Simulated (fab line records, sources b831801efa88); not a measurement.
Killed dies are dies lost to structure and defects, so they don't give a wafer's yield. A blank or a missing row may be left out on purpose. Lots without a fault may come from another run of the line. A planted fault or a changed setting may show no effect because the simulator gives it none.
A struck lot beside a sound one | flow gf180mcu | 17 steps out of a route of 602
Sound: wafers L854.1, L854.5, L854.6. Struck: wafers L873.3, L873.4, L873.5. The cause comes at the end.
At each step with rows: each side's tool, then ch and its chambers, then its first start. Under that, the readings that differ: sound wafers | struck wafers | difference of the means | sigmas: that difference in standard deviations of wafers without a fault.
alike: readings whose means differ by less than 2 such deviations, and words and numbers that are the same on both sides. not compared: withheld readings, readings that some wafer has no value for, bounds like >300 that may hide the same value, and numbers for which the record gives no deviation and whose values overlap.
The two part at a step that has a row with sigmas, a row that says differs or no value, or rows on one side only. Numbers that don't overlap but have no deviation are shown without sigmas and don't part them. A reading that every wafer of one side lacks parts them only if that side has two wafers or more.

first, 2 steps without rows for these wafers: GF_HV_LDD_PEB_44; GF_HV_LDD_DEVELOP_45 (develop time 60 s).
GF_HV_LDD_CD_MEAS_46: target cd 400 nm.
  sound on cd_sem-02, day 12 07:36; struck on cd_sem-02, day 18 15:59
  alike: cd_nm
GF_HV_LDD_OVL_MEAS_47:
  sound on overlay-02, day 12 07:43; struck on overlay-02, day 18 16:05
  alike: HV_LDD_03_OVL
then, 1 step without rows for these wafers: GF_HV_LDD_IMPLANT_48.
GF_HV_LDD_STRIP_49: strips in O2/N2.
  sound on plasma_asher-04 ch 0,1, day 12 07:55; struck on plasma_asher-01 ch 0,1, day 18 16:17
  alike: drypump_motor_current_A, heater_power_w, oes_product_au, strip_time_to_endpoint_s
  not compared: rf_hours_counter_h
GF_HV_LDD_TW_MEAS_50:
  sound on film_metro-02, day 12 08:01; struck on film_metro-02, day 18 16:23
  alike: HV_LDD_4_TW
then, 1 step without rows for these wafers: GF_HV_LDD_CLEAN_51 (cleans in SC1/SC2, time 150 s).
GF_HV_LDD_RTA_52: time 10 s.
  sound on rtp_anneal-01 ch 0, day 12 08:07; struck on rtp_anneal-01 ch 0, day 18 16:29
  alike: lamp_power_pct, wafer_temp_C_max
GF_HV_LDD_RS_MEAS_53: measures by four-point-probe.
  sound on film_metro-02, day 12 08:11; struck on film_metro-02, day 18 16:35
  alike: HV_LDD_RS
then, 1 step without rows for these wafers: GF_HV_LDD_CVD_54 (deposits SiO2 from TEOS, target thk 10 nm, time 75 s).
GF_HV_LDD_THK_MEAS_55:
  sound on film_metro-02, day 12 09:19; struck on film_metro-04, day 18 17:42
  reading                | sound          | struck            | difference | sigmas
  HV_LDD_CVD_54_THK (nm) | 9.87 9.81 9.91 | 10.22 10.23 10.17 | +0.34      | +2
GF_HV_LDD_CVD_56: deposits Si3N4 from DCS/NH3, target thk 90 nm, time 1543 s.
  sound on lpcvd-01 ch 1, day 12 10:21; struck on lpcvd-02 ch 0, day 18 17:44
  reading                   | sound             | struck            | difference | sigmas
  spike_tc_centre_C (C)     | 768.2 768.7 769.0 | 773.4 776.9 777.2 | +7.2       | +6
  spike_tc_upper_C (C)      | 772.0 771.8 770.2 | 730.2 730.3 729.4 | -41.4      | -32
  zone_power_centre_pct (%) | 11.0 11.1 11.1    | 21.4 21.2 21.3    | +10.2      | +6
  zone_power_top_pct (%)    | 22.8 23.0 22.7    | 31.8 31.4 31.8    | +8.8       | +6
  zone_power_upper_pct (%)  | 12.3 12.0 12.4    | 1.7 1.6 1.7       | -10.6      | -13
  alike: zone_power_bottom_pct
  not compared: model.Si3N4_of_HV_LDD_CVD_56.thk_nm
GF_HV_LDD_THK_MEAS_57:
  sound on film_metro-02, day 12 11:47; struck on film_metro-02, day 18 19:11
  alike: HV_LDD_CVD_56_THK
GF_HV_LDD_ETCHBACK_58: etches Si3N4 in CH3F/O2, stops on SiO2, time 100 s, target depth 90 nm.
  sound on rie_diel-03 ch 1,2,3, day 12 11:50; struck on rie_diel-01 ch 1,3, day 18 19:14
  alike: ch3f_flow_sccm, drypump_motor_current_A, oes_product_au, throttle_valve_pct
  not compared: rf_hours_counter_h, model.etch.depth_nm
then, 2 steps without rows for these wafers: GF_NSD_DEHYDRATE_00 (time 60 s); GF_PASSIVATION_PROBE_99.

WHERE THEY PART
First at GF_HV_LDD_THK_MEAS_55; last, within this record, at GF_HV_LDD_CVD_56. Later steps at which nothing parts them and some readings are alike: GF_HV_LDD_THK_MEAS_57, GF_HV_LDD_ETCHBACK_58.

WHY: what the simulator had put in
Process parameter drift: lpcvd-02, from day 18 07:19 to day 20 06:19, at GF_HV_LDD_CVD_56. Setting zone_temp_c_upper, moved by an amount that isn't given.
